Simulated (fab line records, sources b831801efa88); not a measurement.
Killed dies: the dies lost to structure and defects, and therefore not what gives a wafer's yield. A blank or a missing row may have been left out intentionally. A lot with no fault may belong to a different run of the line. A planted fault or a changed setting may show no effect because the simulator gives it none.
fab line records -- flow sky130
record: lots: 4, wafers: 12, last_day: 50
route steps=708 shown VIA2@524 METAL3@532 CAPM@537 PAD_OPEN@708
lots that met no fault: from a run of the same line without faults
start_h: hours from the record's first day to the start of the lot's first wafer shown -- wait_h: hours since the lot's step before -- " the same as in the row above -- L1.1+2: a row that stands for several wafers -- - either no value or no given start -- * or withheld: withheld -- < > ~ a bound
route shown NAME@n: names a module that has steps shown in the file, with the first one's number in the route -- usual: average and standard deviation across the fault-free wafers -- same: alike in all rows -- chamber/n: place in a boat -- sites: the reading at each site -- _std_site: how widely they spread, as a standard deviation -- _edge_site: inner sites' mean taken away from outer sites' mean -- radius_mm: how far each site lies from the wafer's centre -- mask NAME#n: copy n -- behind: the tool/chamber that last shaped the wafer -- hold: why the lot went on hold/how many hours it stayed there/how the hold came to an end -- device: the n, p or np transistor that did not switch -- end of line: the tests these same wafers got at the end of their route -- for a step that has no rows: nothing shown but its recipe -- killed: dies lost to structure and defects at the first sort, not the wafer's yield -- map: the dies of a wafer, with x for killed, . for not killed, _ for no die there
set.NAME: the setting that was run; set.NAME@STEP: the one run at that earlier step -- model.NAME: the simulator's own value behind a step, which no gauge read
lots at selected steps of the route; one table per step, one row per wafer
services: when a tool's chamber went out of use (start_h, in hours from the record's first day, below 0 if earlier), for how many hours, and the reason
== steps ==
step: SKY_VIA2_STRIP_17
recipe: chemistry: post_etch_residue_remover, time_s: 1200, temp_c: 72.5
step: SKY_VIA2_CLEAN_18
recipe: chemistry: IPA, time_s: 180, temp_c: 25
step: SKY_VIA2_CLEAN_19
recipe: chemistry: O3/DIW, dry: n2_spin
step: SKY_VIA2_SPUTTER_20
recipe: material: TiN, target_thk_nm: 20, chamber_pressure_pa: 5, power_w: 4000, time_s: 80
step: SKY_VIA2_CVD_21
recipe: material: W, target_thk_nm: 420, time_s: 126.4, temp_c: 400, pressure_torr: 40
step: SKY_VIA2_CMP_24
recipe: stop_on: SiO2, t_overpolish_s: 20, down_force_psi: 3.5, platen_rpm: 60, target_thk_nm: 0, pad_velocity_m_s: 0.94248
step: SKY_METAL3_SPUTTER_00
recipe: material: Ti, target_thk_nm: 15, power_w: 3000, time_s: 10, chamber_pressure_pa: 0.4
step: SKY_METAL3_SPUTTER_01
recipe: material: TiN, target_thk_nm: 20, power_w: 6500, time_s: 16.7, chamber_pressure_pa: 0.4
step: SKY_METAL3_SPUTTER_02
recipe: material: AlCu, target_thk_nm: 735, power_w: 10600, time_s: 39.1, chamber_pressure_pa: 0.4
step: SKY_METAL3_SPUTTER_03
recipe: material: Ti, target_thk_nm: 5, power_w: 3000, time_s: 3.3, chamber_pressure_pa: 0.4
step: SKY_METAL3_SPUTTER_04
recipe: material: TiN, target_thk_nm: 70, power_w: 6500, time_s: 58.3, chamber_pressure_pa: 0.4
usual: cathode_dc_power_W: 6500.1/1.1, chamber_pressure_pa: 0.4000/0.00083, throttle_valve_pct: 29.4/0.8
lot.wafer,tool,chamber,start_h,wait_h,cathode_dc_power_W,chamber_pressure_pa,throttle_valve_pct
L385.3,pvd_sputter-02,-,938.24,0.0,-,-,-
L385.4,pvd_sputter-02,-,938.24,0.0,-,-,-
L385.6,pvd_sputter-02,-,938.24,0.0,-,-,-
L386.1,pvd_sputter-02,-,946.40,0.0,-,-,-
L386.3,pvd_sputter-02,-,946.40,0.0,-,-,-
L386.5,pvd_sputter-02,-,946.40,0.0,-,-,-
L392.2,pvd_sputter-04,-,975.07,0.0,6500.1,0.3997,30.0
L392.4,pvd_sputter-04,-,975.07,0.0,6499.8,0.3994,31.4
L392.6,pvd_sputter-04,-,975.07,0.0,6499.0,0.3992,30.2
L395.2,pvd_sputter-02,-,1002.10,0.0,6501.9,0.3995,29.7
L395.5,pvd_sputter-02,-,1002.10,0.0,6499.9,0.3998,28.3
L395.6,pvd_sputter-02,-,1002.10,0.0,6501.6,0.4010,29.1
step: SKY_CAPM_CVD_00
recipe: material: SiO2, target_thk_nm: 15.5, temp_c: 400, time_s: withheld, rf_w: 450
step: SKY_CAPM_SPUTTER_02
recipe: material: TiN, target_thk_nm: 200, temp_c: 300, power_w: 6500, time_s: 166.7, chamber_pressure_pa: 0.4
step: SKY_CAPM_DEHYDRATE_05
recipe: temp_c: 200, time_s: 60
step: SKY_CAPM_HMDS_06
recipe: prime_time_s: 60, prime_temp_c: 120
step: SKY_CAPM_COAT_07
recipe: resist: NOVOLAK, spin_rpm: 3000, resist_thk_nm: 1140
step: SKY_CAPM_SOFTBAKE_08
recipe: temp_c: 90, time_s: 60, resist: NOVOLAK
step: SKY_CAPM_EXPOSE_09
recipe: mask_id: CAPM, na: 0.6, source_shape: conventional, sigma_outer: 0.6, polarization: unpolarized, target_cd_nm: 1000, dose_mj: 159
step: SKY_CAPM_PEB_10
recipe: temp_c: withheld, time_s: *, resist: NOVOLAK
step: SKY_CAPM_DEVELOP_11
recipe: resist: NOVOLAK, developer: TMAH, develop_time_s: 60, dev_temp_c: 23
step: SKY_CAPM_METAL_ETCH_13
recipe: target_depth_nm: 220, stop_on: SiO2, chemistry: Cl2/BCl3, target: TiN, pressure_mtorr: 10, icp_w: 900, bias_w: 48.5, Cl2_flow_sccm: 60, bcl3_flow_sccm: 30, time_s: 62.9
step: SKY_CAPM_STRIP_14
recipe: chemistry: O2/N2, power_w: 1400, pressure_mtorr: 1500, platen_temp_c: withheld, o2_flow_sccm: 3000, n2_flow_sccm: 300, overash_fraction: 0.5
step: SKY_CAPM_STRIP_15
recipe: chemistry: post_etch_residue_remover, time_s: 1200, temp_c: 72.5
step: SKY_CAPM_CLEAN_16
recipe: chemistry: IPA, time_s: 180, temp_c: 25
step: SKY_CAPM_CLEAN_17
recipe: chemistry: O3/DIW, dry: n2_spin
step: SKY_METAL3_DEHYDRATE_05
recipe: temp_c: 200, time_s: 60
step: SKY_METAL3_HMDS_06
recipe: prime_time_s: 60, prime_temp_c: 120
step: SKY_METAL3_COAT_07
recipe: resist: BARC, temp_c: withheld, time_s: withheld, spin_rpm: 3000, resist_thk_nm: 60
step: SKY_METAL3_COAT_08
recipe: resist: KrF-thick, spin_rpm: 3000, resist_thk_nm: 1140
step: SKY_METAL3_SOFTBAKE_09
recipe: temp_c: 100, time_s: 90, resist: KrF-thick
step: SKY_METAL3_EXPOSE_10
recipe: mask_id: MM3, na: 0.68, source_shape: annular, sigma_inner: 0.4, sigma_outer: 0.8, target_cd_nm: 300, dose_mj: 28
step: SKY_METAL3_PEB_11
recipe: peb_temp_c: withheld, peb_time_s: withheld, resist: KrF-thick
step: SKY_METAL3_DEVELOP_12
recipe: develop_time_s: 60, resist: KrF-thick, dev_temp_c: 21
step: SKY_METAL3_DESCUM_15
recipe: chemistry: O2, source_power_w: 150, bias_power_w: 0, pressure_mtorr: 10, temp_c: 40, time_s: 8
step: SKY_METAL3_METAL_ETCH_18
recipe: target_depth_a: 8450, stop_on: SiO2, over_etch_frac: 0.3, time_s: 183.1, chemistry: Cl2/BCl3, resist_sidewall_deg: 88, pressure_mtorr: 10, icp_w: 900, bias_w: 48.5, Cl2_flow_sccm: 60, bcl3_flow_sccm: 30
usual: bcl3_flow_sccm: 29.99/0.091, drypump_motor_current_A: 6.0/0.34, mfc_cl2_sccm: 60.03/0.16, oes_product_au: 0.867/0.0064, throttle_valve_pct: 22.265/0.0097
lot.wafer,tool,chamber,start_h,wait_h,bcl3_flow_sccm,drypump_motor_current_A,mfc_cl2_sccm,oes_product_au,rf_hours_counter_h,throttle_valve_pct
L385.3,rie_metal-01,0,986.34,0.1,29.95,6.4,59.98,0.824,-,22.276
L385.4,rie_metal-01,1,986.34,0.1,30.10,5.5,59.93,0.822,-,22.260
L385.6,rie_metal-01,0,986.34,0.1,29.92,6.4,60.01,0.835,-,22.269
L386.1,rie_metal-01,1,994.33,0.0,30.06,5.5,60.08,0.819,19,22.271
L386.3,rie_metal-01,1,994.33,0.0,30.02,5.5,60.23,0.816,-,22.269
L386.5,rie_metal-01,0,994.33,0.0,30.02,6.4,59.74,0.828,-,22.275
L392.2,rie_metal-03,1,1024.46,0.0,29.93,6.2,60.04,0.873,17,22.279
L392.4,rie_metal-03,1,1024.46,0.0,29.91,6.2,60.09,0.873,-,22.274
L392.6,rie_metal-03,1,1024.46,0.0,29.96,6.2,59.72,0.860,-,22.259
L395.2,rie_metal-03,0,1048.04,0.0,29.97,6.0,59.95,0.854,16,22.275
L395.5,rie_metal-03,0,1048.04,0.0,29.98,6.0,60.12,0.857,-,22.267
L395.6,rie_metal-03,1,1048.04,0.0,29.96,6.3,60.19,0.865,-,22.268
step: SKY_PAD_OPEN_PROBE_99
usual: defect_limited_yield: 82.4/1.8, killed_at_M0_to_M3: 43/7.8, killed_at_M4_up: 3.2/1.7, killed_at_contacts: 24/5.2, killed_at_front_end: 15/4.5, killed_at_other: 0.4/0.65, killed_dies: 87/9.1, killed_open: 47/7.3, killed_short: 40/6.5, sort_bin_3_pad_short: 0.9/0.46, sort_bin_5_function: 10.4/1.5, sort_bin_6_memory: 6.3/1, sort_n_pass: 405/9.1, sort_yield_pct: 82.4/1.8
same: gross_dies: 492, killed_at_back_side: 0, sort_bin_4_leakage[%]: 0, sort_bin_8_speed[%]: 0
lot.wafer,tool,chamber,start_h,wait_h,defect_limited_yield[%],killed_at_M0_to_M3,killed_at_M4_up,killed_at_contacts,killed_at_front_end,killed_at_other,killed_dies,killed_open,killed_short,sort_bin_3_pad_short[%],sort_bin_5_function[%],sort_bin_6_memory[%],sort_n_pass,sort_yield_pct[%],model.etest.via3_chain.rc_ohm,model.etest.cap_mim.bv_v,model.etest.cap_mim.leak_log10_a_cm2
L385.3,prober-01,-,1144.13,0.2,80.5,50,1,28,16,1,96,54,42,0.6,8.5,10.4,396,80.5,15.87,9.239,-7.576
L385.4,prober-01,-,1144.18,0.2,82.1,48,1,19,20,0,88,50,38,0.6,10.0,7.3,404,82.1,16.39,9.751,-7.415
L385.6,prober-01,-,1144.28,0.2,85.2,42,6,15,10,0,73,41,32,0.8,9.3,4.7,419,85.2,14.97,9.911,-7.551
L386.1,prober-02,-,1151.58,0.1,83.9,54,3,11,11,0,79,38,41,0.4,10.2,5.5,413,83.9,15.76,9.043,-7.528
L386.3,prober-02,-,1151.68,0.2,82.9,29,6,33,16,0,84,46,38,0.4,10.6,6.1,408,82.9,15.47,9.406,-7.426
L386.5,prober-02,-,1151.78,0.2,83.1,45,1,21,16,0,83,52,31,0,10.2,6.7,409,83.1,15.36,9.653,-7.437
L392.2,prober-01,-,1174.43,0.1,82.7,33,5,28,19,0,85,48,37,0.6,10.0,6.7,407,82.7,10.03,14.02,-9.138
L392.4,prober-01,-,1174.53,0.2,85.6,38,3,22,8,0,71,31,40,0.6,8.9,4.9,421,85.6,9.704,14.38,-8.911
L392.6,prober-01,-,1174.63,0.2,83.7,31,4,24,21,0,80,43,36,0.8,8.5,6.9,412,83.7,9.271,13.61,-8.862
L395.2,prober-01,-,1192.71,0.1,87.6,28,0,21,9,3,61,32,26,0.2,8.7,3.5,431,87.6,9.153,13.4,-8.957
L395.5,prober-01,-,1192.86,0.2,81.9,45,4,26,14,0,89,41,48,0.4,10.8,6.9,403,81.9,9.536,14.1,-9.154
L395.6,prober-01,-,1192.91,0.2,82.9,56,2,16,10,0,84,42,42,0.4,10.4,6.3,408,82.9,9.235,14.2,-8.954
killed by level:class
L385.3 VIA1:geometric_particle:open=17 LI_CONTACT:geometric_particle:open=9 POLY_GATE:geometric_particle:open=6 CONTACT:geometric_particle:short=6 METAL2:geometric_particle:short=6 CONTACT:geometric_particle:open=6 VIA3:geometric_particle:open=6 LOCAL_INTERCONNECT:geometric_particle:short=5
L385.4 VIA1:geometric_particle:open=17 CONTACT:geometric_particle:open=11 FIELD_ISO:geometric_particle:open=6 POLY_GATE:geometric_particle:short=5 METAL2:geometric_particle:short=5 METAL1:geometric_particle:short=5 POLY_GATE:geometric_particle:open=4 VIA2:geometric_particle:short=4
L385.6 METAL1:geometric_particle:short=8 VIA3:geometric_particle:open=8 LI_CONTACT:geometric_particle:open=7 FIELD_ISO:geometric_particle:open=5 CONTACT:geometric_particle:open=5 VIA1:geometric_particle:open=5 METAL2:geometric_particle:short=5 METAL4:geometric_particle:short=5
L386.1 VIA1:geometric_particle:open=12 VIA1:geometric_particle:short=10 VIA3:geometric_particle:open=9 VIA2:geometric_particle:open=7 LOCAL_INTERCONNECT:geometric_particle:short=6 METAL2:geometric_particle:short=4 METAL3:geometric_particle:short=4 FIELD_ISO:geometric_particle:short=3
L386.3 LI_CONTACT:geometric_particle:open=11 VIA1:geometric_particle:open=7 LOCAL_INTERCONNECT:geometric_particle:short=6 CONTACT:geometric_particle:open=6 VIA2:geometric_particle:open=6 METAL4:geometric_particle:short=5 FIELD_ISO:geometric_particle:open=4 FIELD_ISO:geometric_particle:short=4
L386.5 VIA3:geometric_particle:open=12 VIA2:geometric_particle:open=11 CONTACT:geometric_particle:open=8 POLY_GATE:geometric_particle:open=7 CONTACT:geometric_particle:short=5 METAL2:geometric_particle:short=5 METAL1:geometric_particle:short=4 FIELD_ISO:geometric_particle:short=3
L392.2 VIA1:geometric_particle:open=10 LOCAL_INTERCONNECT:geometric_particle:short=9 LI_CONTACT:geometric_particle:open=8 CONTACT:geometric_particle:open=8 POLY_GATE:geometric_particle:open=7 POLY_GATE:geometric_particle:short=4 VIA2:geometric_particle:open=4 VIA3:geometric_particle:short=4
L392.4 CONTACT:geometric_particle:open=8 VIA2:geometric_particle:short=6 METAL2:geometric_particle:short=6 VIA1:geometric_particle:short=5 VIA1:geometric_particle:open=5 LI_CONTACT:geometric_particle:open=4 LI_CONTACT:geometric_particle:short=4 VIA3:geometric_particle:open=4
L392.6 LI_CONTACT:geometric_particle:open=8 CONTACT:geometric_particle:open=8 VIA2:geometric_particle:open=6 POLY_GATE:geometric_particle:open=5 METAL1:geometric_particle:short=5 POLY_GATE:geometric_particle:short=4 VIA1:geometric_particle:open=4 METAL4:geometric_particle:short=4
L395.2 CONTACT:geometric_particle:open=9 VIA1:geometric_particle:open=7 VIA2:geometric_particle:open=6 VIA3:geometric_particle:short=5 METAL2:geometric_particle:short=4 FIELD_ISO:geometric_particle:short=3 VIA1:geometric_particle:short=3 LI_CONTACT:geometric_particle:short=3
L395.5 CONTACT:geometric_particle:open=12 VIA1:geometric_particle:open=8 METAL2:geometric_particle:short=8 CONTACT:geometric_particle:short=7 METAL1:geometric_particle:short=7 FIELD_ISO:geometric_particle:short=5 LI_CONTACT:geometric_particle:open=5 VIA3:geometric_particle:short=5
L395.6 VIA1:geometric_particle:open=11 VIA2:geometric_particle:short=9 VIA2:geometric_particle:open=9 VIA3:geometric_particle:open=6 POLY_GATE:geometric_particle:short=5 VIA1:geometric_particle:short=5 CONTACT:geometric_particle:short=5 CONTACT:geometric_particle:open=5
== services ==
tool,chamber,start_h,hours,kind
pvd_sputter-02,-,920.56,5.9,repair
rie_metal-01,-,926.48,0.4,repair
pvd_sputter-04,-,976.82,2.6,repair
pvd_sputter-04,-,1027.30,6.3,repair
== key ==
first_sign: step: SKY_METAL3_SPUTTER_04, reading: tool_record, direction: missing
effect: step: SKY_METAL3_METAL_ETCH_18, reading: oes_product_au, direction: down, sigmas: 6.7, usual: 0.867, struck: 0.824
model_effect: step: SKY_PAD_OPEN_PROBE_99, value: etest.via3_chain.rc_ohm, without: 9.701, struck: 15.63
met_at SKY_METAL3_SPUTTER_04
struck_wafers L385.3,L385.4,L385.6,L386.1,L386.3,L386.5
fault: kind: skipped_step_whole, tool: pvd_sputter-02, chamber: -, onset_h: 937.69, steps: SKY_METAL3_SPUTTER_04, scope: struck_lots_only
